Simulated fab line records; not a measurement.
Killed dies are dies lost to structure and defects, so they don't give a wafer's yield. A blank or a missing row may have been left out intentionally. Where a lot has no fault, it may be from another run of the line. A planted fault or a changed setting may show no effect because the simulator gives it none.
fab line records -- flow sky130
record: lots: 10, wafers: 30, last_day: 50
route steps=708 shown METAL3@569 VIA3@586 METAL4@601 PAD_OPEN@708
lots that met no fault: from a run of the same line without faults
start_h: start of the lot's first displayed wafer, in hours after the record's first day -- wait_h: time in hours since the lot's previous step -- " same as the row above -- L1.1+2: a single row standing in for several wafers -- - no value, or no start given -- * or withheld: withheld -- < > ~ a bound
route shown NAME@n: names a module that has steps shown in the file, with the first one's number in the route -- usual: the fault-free wafers' mean and standard deviation -- same: alike in all rows -- chamber/n: place in a boat -- sites: each site's reading -- _std_site: standard deviation of those values -- _edge_site: outer sites' mean less inner sites' -- radius_mm: how far each site lies from the wafer's centre -- mask NAME#n: copy n -- behind: the last tool/chamber to shape the wafer -- hold: cause of the lot's hold/its duration in hours/its outcome -- device: whichever transistor did not switch (one of n, p or np) -- end of line: tests of these same wafers at the route's end -- a step without rows: its recipe alone -- killed: dies that structure and defects cost at the first sort, which is not the same as the wafer's yield -- map: dies across one wafer; x = killed, . = not, _ = none there
set.NAME: the setting that was run; set.NAME@STEP: the one run at that earlier step -- model.NAME: the simulator's own value behind a step, which no gauge read
steps of the route over a sample of lots; a table a step, a row a wafer
services: from which hour (start_h, from the record's first day; less than 0 if before it) a tool's chamber was out of use, for how many hours, and why
== steps ==
step: SKY_METAL3_STRIP_19
recipe: chemistry: O2/N2, power_w: 1400, pressure_mtorr: 1500, platen_temp_c: withheld, o2_flow_sccm: 3000, n2_flow_sccm: 300, overash_fraction: 0.5
usual: drypump_motor_current_A: 5.7/0.4, oes_product_au: 0.504/0.0056, strip_time_to_endpoint_s: 6.58/0.088
lot.wafer,tool,chamber,start_h,wait_h,drypump_motor_current_A,oes_product_au,rf_hours_counter_h,strip_time_to_endpoint_s
L613.3,plasma_asher-03,0,908.46,0.1,6.0,0.514,-,6.68
L613.5,plasma_asher-03,0,908.46,0.1,6.0,0.501,-,6.53
L613.6,plasma_asher-03,1,908.46,0.1,5.7,0.505,-,6.70
L615.1,plasma_asher-01,1,921.45,0.1,5.9,0.504,82,6.67
L615.4,plasma_asher-01,1,921.45,0.1,5.9,0.512,-,6.69
L615.5,plasma_asher-01,1,921.45,0.1,5.9,0.502,-,6.62
L616.1,plasma_asher-03,0,936.10,0.1,6.0,0.499,48,6.47
L616.2,plasma_asher-03,1,936.10,0.1,5.7,0.498,48,6.49
L616.6,plasma_asher-03,1,936.10,0.1,5.6,0.493,-,6.43
L617.1,plasma_asher-03,0,940.10,0.1,6.0,0.496,49,6.50
L617.3,plasma_asher-03,0,940.10,0.1,6.0,0.506,-,6.61
L617.4,plasma_asher-03,1,940.10,0.1,5.6,0.507,-,6.60
L625.1,plasma_asher-03,0,999.37,0.3,6.0,0.506,55,6.50
L625.2,plasma_asher-03,1,999.37,0.3,5.6,0.510,55,6.57
L625.3,plasma_asher-03,0,999.37,0.3,6.0,0.505,-,6.57
L628.4,plasma_asher-04,1,1014.23,0.1,5.9,0.503,-,6.69
L628.5,plasma_asher-04,1,1014.23,0.1,5.9,0.511,-,6.65
L628.6,plasma_asher-04,0,1014.23,0.1,4.8,0.510,-,6.61
L629.4,plasma_asher-04,1,1020.53,0.1,5.9,0.505,-,6.68
L629.5,plasma_asher-04,1,1020.53,0.1,5.9,0.507,-,6.44
L629.6,plasma_asher-04,0,1020.53,0.1,4.8,0.512,-,6.65
L632.1,plasma_asher-01,0,1036.21,0.1,5.9,0.510,93,6.54
L632.2,plasma_asher-01,1,1036.21,0.1,5.9,0.508,93,6.71
L632.5,plasma_asher-01,0,1036.21,0.1,5.9,0.503,-,6.70
L634.3,plasma_asher-04,1,1050.03,0.1,5.9,0.504,-,6.52
L634.4,plasma_asher-04,0,1050.03,0.1,4.8,0.502,-,6.59
L634.5,plasma_asher-04,1,1050.03,0.1,5.9,0.505,-,6.57
L635.2,plasma_asher-03,1,1057.20,0.1,5.6,0.513,61,6.59
L635.3,plasma_asher-03,1,1057.20,0.1,5.6,0.509,-,6.59
L635.6,plasma_asher-03,0,1057.20,0.1,6.0,0.505,-,6.74
step: SKY_VIA3_OVL_MEAS_13
usual: VIA3_OVL: -1/6.4
lot.wafer,tool,chamber,start_h,wait_h,VIA3_OVL[nm]
L613.3,overlay-01,-,934.57,0.1,-9
L613.5,overlay-01,-,934.57,0.1,-1
L613.6,overlay-01,-,934.57,0.1,-13
L615.1,overlay-02,-,947.58,0.1,-5
L615.4,overlay-02,-,947.58,0.1,-10
L615.5,overlay-02,-,947.58,0.1,-4
L616.1,overlay-01,-,961.74,0.1,8
L616.2,overlay-01,-,961.74,0.1,2
L616.6,overlay-01,-,961.74,0.1,4
L617.1,overlay-01,-,965.73,0.1,-4
L617.3,overlay-01,-,965.73,0.1,-9
L617.4,overlay-01,-,965.73,0.1,2
L625.1,overlay-01,-,1024.51,0.1,8
L625.2,overlay-01,-,1024.51,0.1,8
L625.3,overlay-01,-,1024.51,0.1,5
L628.4,overlay-02,-,1037.86,0.1,0
L628.5,overlay-02,-,1037.86,0.1,-4
L628.6,overlay-02,-,1037.86,0.1,-4
L629.4,overlay-01,-,1044.16,0.1,-12
L629.5,overlay-01,-,1044.16,0.1,-8
L629.6,overlay-01,-,1044.16,0.1,-10
L632.1,overlay-01,-,1059.93,0.1,2
L632.2,overlay-01,-,1059.93,0.1,0
L632.5,overlay-01,-,1059.93,0.1,2
L634.3,overlay-01,-,1073.10,0.1,-7
L634.4,overlay-01,-,1073.10,0.1,-8
L634.5,overlay-01,-,1073.10,0.1,-7
L635.2,overlay-02,-,1079.74,0.1,-6
L635.3,overlay-02,-,1079.74,0.1,3
L635.6,overlay-02,-,1079.74,0.1,2
step: SKY_VIA3_CVD_21
recipe: material: W, target_thk_nm: 390, time_s: 117.31, temp_c: 400, pressure_torr: 40
usual: heater_power_w: 817/64, susceptor_temp_C: 400.00/0.2
lot.wafer,tool,chamber,start_h,wait_h,heater_power_w,susceptor_temp_C
L613.3,cvd_w-02,0,935.39,0.1,838,399.81
L613.5,cvd_w-02,1,935.39,0.1,851,400.02
L613.6,cvd_w-02,0,935.39,0.1,828,400.01
L615.1,cvd_w-01,1,948.37,0.0,875,399.92
L615.4,cvd_w-01,0,948.37,0.0,717,400.42
L615.5,cvd_w-01,1,948.37,0.0,863,399.81
L616.1,cvd_w-01,1,962.53,0.0,847,399.97
L616.2,cvd_w-01,0,962.53,0.0,725,400.12
L616.6,cvd_w-01,0,962.53,0.0,713,399.97
L617.1,cvd_w-02,0,966.53,0.0,843,399.64
L617.3,cvd_w-02,0,966.53,0.0,832,399.43
L617.4,cvd_w-02,1,966.53,0.0,861,400.16
L625.1,cvd_w-01,1,1025.30,0.0,867,400.13
L625.2,cvd_w-01,1,1025.30,0.0,862,400.03
L625.3,cvd_w-01,1,1025.30,0.0,847,400.24
L628.4,cvd_w-02,0,1038.70,0.1,841,399.54
L628.5,cvd_w-02,0,1038.70,0.1,855,399.76
L628.6,cvd_w-02,1,1038.70,0.1,860,399.82
L629.4,cvd_w-02,1,1044.97,0.1,858,400.04
L629.5,cvd_w-02,0,1044.97,0.1,829,400.02
L629.6,cvd_w-02,1,1044.97,0.1,856,399.93
L632.1,cvd_w-02,1,1060.76,0.0,866,400.05
L632.2,cvd_w-02,1,1060.76,0.0,869,399.94
L632.5,cvd_w-02,1,1060.76,0.0,852,400.11
L634.3,cvd_w-01,0,1073.95,0.1,682,400.03
L634.4,cvd_w-01,1,1073.95,0.1,864,399.95
L634.5,cvd_w-01,1,1073.95,0.1,857,400.24
L635.2,cvd_w-01,1,1080.59,0.0,850,400.05
L635.3,cvd_w-01,0,1080.59,0.0,690,400.34
L635.6,cvd_w-01,1,1080.59,0.0,887,400.16
step: SKY_VIA3_RS_MEAS_22
recipe: thk_meas_gauge: four-point-probe, reads: W_of_VIA3_CVD_21+TiN_of_VIA3_SPUTTER_20
usual: VIA3_W_RS: 0.2948/0.0029
lot.wafer,tool,chamber,start_h,wait_h,VIA3_W_RS[ohm/sq]
L613.3,film_metro-03,-,935.51,0.1,0.2973
L613.5,film_metro-03,-,935.51,0.1,0.2953
L613.6,film_metro-03,-,935.51,0.1,0.2985
L615.1,film_metro-03,-,948.50,0.1,0.2947
L615.4,film_metro-03,-,948.50,0.1,0.2902
L615.5,film_metro-03,-,948.50,0.1,0.2972
L616.1,film_metro-04,-,962.65,0.1,0.2971
L616.2,film_metro-04,-,962.65,0.1,0.2927
L616.6,film_metro-04,-,962.65,0.1,0.2958
L617.1,film_metro-02,-,966.65,0.1,0.2951
L617.3,film_metro-02,-,966.65,0.1,0.2973
L617.4,film_metro-02,-,966.65,0.1,0.2901
L625.1,film_metro-04,-,1025.54,0.2,0.2660
L625.2,film_metro-04,-,1025.54,0.2,0.2664
L625.3,film_metro-04,-,1025.54,0.2,0.2922
L628.4,film_metro-02,-,1038.84,0.1,0.2950
L628.5,film_metro-02,-,1038.84,0.1,0.2969
L628.6,film_metro-02,-,1038.84,0.1,0.3008
L629.4,film_metro-03,-,1045.11,0.1,0.2947
L629.5,film_metro-03,-,1045.11,0.1,0.2968
L629.6,film_metro-03,-,1045.11,0.1,0.2976
L632.1,film_metro-03,-,1061.01,0.2,0.2877
L632.2,film_metro-03,-,1061.01,0.2,0.2901
L632.5,film_metro-03,-,1061.01,0.2,0.2915
L634.3,film_metro-03,-,1074.07,0.1,0.2930
L634.4,film_metro-03,-,1074.07,0.1,0.2971
L634.5,film_metro-03,-,1074.07,0.1,0.2937
L635.2,film_metro-04,-,1080.74,0.1,0.2981
L635.3,film_metro-04,-,1080.74,0.1,0.2952
L635.6,film_metro-04,-,1080.74,0.1,0.2986
step: SKY_VIA3_THK_MEAS_23
recipe: thk_meas_gauge: xrf, reads: W_of_VIA3_CVD_21
usual: VIA3_W_THK: 381/5.4
lot.wafer,tool,chamber,start_h,wait_h,VIA3_W_THK[nm]
L613.3,film_metro-03,-,935.61,0.1,384
L613.5,film_metro-03,-,935.61,0.1,387
L613.6,film_metro-03,-,935.61,0.1,383
L615.1,film_metro-03,-,948.62,0.1,386
L615.4,film_metro-03,-,948.62,0.1,392
L615.5,film_metro-03,-,948.62,0.1,381
L616.1,film_metro-04,-,962.77,0.1,377
L616.2,film_metro-04,-,962.77,0.1,380
L616.6,film_metro-04,-,962.77,0.1,376
L617.1,film_metro-02,-,966.77,0.1,379
L617.3,film_metro-02,-,966.77,0.1,376
L617.4,film_metro-02,-,966.77,0.1,388
L625.1,film_metro-04,-,1025.66,0.1,417
L625.2,film_metro-04,-,1025.66,0.1,419
L625.3,film_metro-04,-,1025.66,0.1,385
L628.4,film_metro-02,-,1038.93,0.1,373
L628.5,film_metro-02,-,1038.93,0.1,371
L628.6,film_metro-02,-,1038.93,0.1,367
L629.4,film_metro-03,-,1045.20,0.1,382
L629.5,film_metro-03,-,1045.20,0.1,382
L629.6,film_metro-03,-,1045.20,0.1,377
L632.1,film_metro-03,-,1061.13,0.1,396
L632.2,film_metro-03,-,1061.13,0.1,392
L632.5,film_metro-03,-,1061.13,0.1,390
L634.3,film_metro-03,-,1074.17,0.1,388
L634.4,film_metro-03,-,1074.17,0.1,383
L634.5,film_metro-03,-,1074.17,0.1,388
L635.2,film_metro-04,-,1080.85,0.1,379
L635.3,film_metro-04,-,1080.85,0.1,381
L635.6,film_metro-04,-,1080.85,0.1,377
step: SKY_METAL4_SPUTTER_03
recipe: material: Ti, target_thk_nm: 5, power_w: 3000, time_s: 3.3, chamber_pressure_pa: 0.4
usual: throttle_valve_pct: 30.2/1.1
lot.wafer,tool,chamber,start_h,wait_h,throttle_valve_pct
L613.3,pvd_sputter-02,-,936.28,0.0,32.1
L613.5,pvd_sputter-02,-,936.28,0.0,29.4
L613.6,pvd_sputter-02,-,936.28,0.0,32.1
L615.1,pvd_sputter-02,-,949.06,0.0,32.1
L615.4,pvd_sputter-02,-,949.06,0.0,29.5
L615.5,pvd_sputter-02,-,949.06,0.0,29.2
L616.1,pvd_sputter-02,-,963.22,0.0,32.0
L616.2,pvd_sputter-02,-,963.22,0.0,29.8
L616.6,pvd_sputter-02,-,963.22,0.0,29.4
L617.1,pvd_sputter-04,-,967.22,0.0,30.1
L617.3,pvd_sputter-04,-,967.22,0.0,30.1
L617.4,pvd_sputter-04,-,967.22,0.0,32.2
L625.1,pvd_sputter-04,-,1026.11,0.0,30.1
L625.2,pvd_sputter-04,-,1026.11,0.0,32.3
L625.3,pvd_sputter-04,-,1026.11,0.0,30.0
L628.4,pvd_sputter-04,-,1039.36,0.0,30.0
L628.5,pvd_sputter-04,-,1039.36,0.0,30.2
L628.6,pvd_sputter-04,-,1039.36,0.0,32.2
L629.4,pvd_sputter-04,-,1045.62,0.0,32.0
L629.5,pvd_sputter-04,-,1045.62,0.0,30.7
L629.6,pvd_sputter-04,-,1045.62,0.0,30.2
L632.1,pvd_sputter-03,-,1061.58,0.0,29.4
L632.2,pvd_sputter-03,-,1061.58,0.0,28.3
L632.5,pvd_sputter-03,-,1061.58,0.0,29.8
L634.3,pvd_sputter-02,-,1074.60,0.0,31.8
L634.4,pvd_sputter-02,-,1074.60,0.0,29.5
L634.5,pvd_sputter-02,-,1074.60,0.0,29.9
L635.2,pvd_sputter-02,-,1081.29,0.0,29.3
L635.3,pvd_sputter-02,-,1081.29,0.0,31.9
L635.6,pvd_sputter-02,-,1081.29,0.0,29.6
step: SKY_PAD_OPEN_PROBE_99
usual: defect_limited_yield: 82.6/1.8, killed_at_M0_to_M3: 43/6.4, killed_at_M4_up: 2.8/1.7, killed_at_contacts: 24/5.5, killed_at_front_end: 15/4, killed_at_other: 0.3/0.54, killed_dies: 86/9.1, killed_open: 47/6.6, killed_short: 39/6.2, sort_bin_3_pad_short: 0.9/0.45, sort_bin_5_function: 10.4/1.4, sort_bin_6_memory: 6.2/1.1, sort_n_pass: 406/9.1, sort_yield_pct: 82.6/1.8
same: gross_dies: 492, killed_at_back_side: 0, sort_bin_4_leakage[%]: 0, sort_bin_8_speed[%]: 0
lot.wafer,tool,chamber,start_h,wait_h,defect_limited_yield[%],killed_at_M0_to_M3,killed_at_M4_up,killed_at_contacts,killed_at_front_end,killed_at_other,killed_dies,killed_open,killed_short,sort_bin_3_pad_short[%],sort_bin_5_function[%],sort_bin_6_memory[%],sort_n_pass,sort_yield_pct[%]
L625.1,prober-01,-,1155.79,0.1,82.7,44,0,23,17,1,85,44,41,1.4,8.1,7.7,407,82.7
L625.2,prober-01,-,1155.84,0.1,79.9,49,1,30,17,2,99,51,48,1.4,11.8,6.9,393,79.9
L625.3,prober-01,-,1155.89,0.2,80.9,45,1,26,22,0,94,47,47,1.2,11.2,6.7,398,80.9
killed by level:class
L625.1 VIA1:geometric_particle:open=10 CONTACT:geometric_particle:open=9 LI_CONTACT:geometric_particle:open=8 METAL2:geometric_particle:short=8 METAL1:geometric_particle:short=7 POLY_GATE:geometric_particle:short=6 FIELD_ISO:geometric_particle:short=5 CONTACT:geometric_particle:short=5
L625.2 VIA1:geometric_particle:open=13 LI_CONTACT:geometric_particle:open=10 LOCAL_INTERCONNECT:geometric_particle:short=7 CONTACT:geometric_particle:open=7 FIELD_ISO:geometric_particle:short=5 POLY_GATE:geometric_particle:short=5 METAL2:geometric_particle:short=5 VIA3:geometric_particle:short=5
L625.3 CONTACT:geometric_particle:open=12 METAL1:geometric_particle:short=10 VIA1:geometric_particle:open=9 POLY_GATE:geometric_particle:short=7 LI_CONTACT:geometric_particle:open=6 CONTACT:geometric_particle:short=6 FIELD_ISO:geometric_particle:short=5 POLY_GATE:geometric_particle:open=5
== services ==
tool,chamber,start_h,hours,kind
cvd_w-01,-,904.00,14.0,pm
cvd_w-01,0,904.00,14.0,vent_cycle
cvd_w-01,1,904.00,14.0,vent_cycle
cvd_w-01,0,918.00,-,clean
cvd_w-01,1,918.00,-,clean
pvd_sputter-02,3,964.39,-,consumable_replace:kit
pvd_sputter-02,3,964.39,18.0,scheduled_down
pvd_sputter-02,3,964.39,18.0,vent_cycle
pvd_sputter-03,-,964.99,3.3,repair
pvd_sputter-04,-,970.30,1.8,repair
plasma_asher-04,-,972.01,10.1,pm
cvd_w-02,-,981.49,6.9,pm
plasma_asher-04,-,986.84,3.7,repair
plasma_asher-04,-,988.01,4.1,repair
cvd_w-01,-,990.59,6.9,pm
pvd_sputter-02,-,994.26,3.7,repair
cvd_w-01,-,1002.42,6.1,repair
pvd_sputter-04,-,1020.62,3.2,repair
pvd_sputter-03,-,1024.61,1.7,repair
plasma_asher-03,-,1058.40,7.3,repair
cvd_w-02,0,1058.67,5.3,repair
cvd_w-01,-,1061.01,2.0,repair
cvd_w-02,-,1066.45,4.8,repair
plasma_asher-01,-,1073.37,6.3,repair
== key ==
first_sign: step: SKY_VIA3_RS_MEAS_22, reading: VIA3_W_RS, direction: down, sigmas: 9.9, usual: 0.2948, struck: 0.2662
effect: step: SKY_VIA3_THK_MEAS_23, reading: VIA3_W_THK, direction: up, sigmas: 6.8, usual: 381, struck: 418
met_at SKY_VIA3_CVD_21
struck_lots L625
struck_wafers L625.1,L625.2
not_acting_at SKY_METAL3_STRIP_19,SKY_VIA3_OVL_MEAS_13,SKY_METAL4_SPUTTER_03
onset_between 962.53 1025.30
fault: kind: process_parameter_drift, tool: cvd_w-01, chamber: -, onset_h: 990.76, steps: SKY_VIA3_CVD_21, channel: target_thk_nm, offset: 39.012, shape: step, end_h: 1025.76, scope: struck_wafers_only, acts_in: these_recipes_only, stated: 390
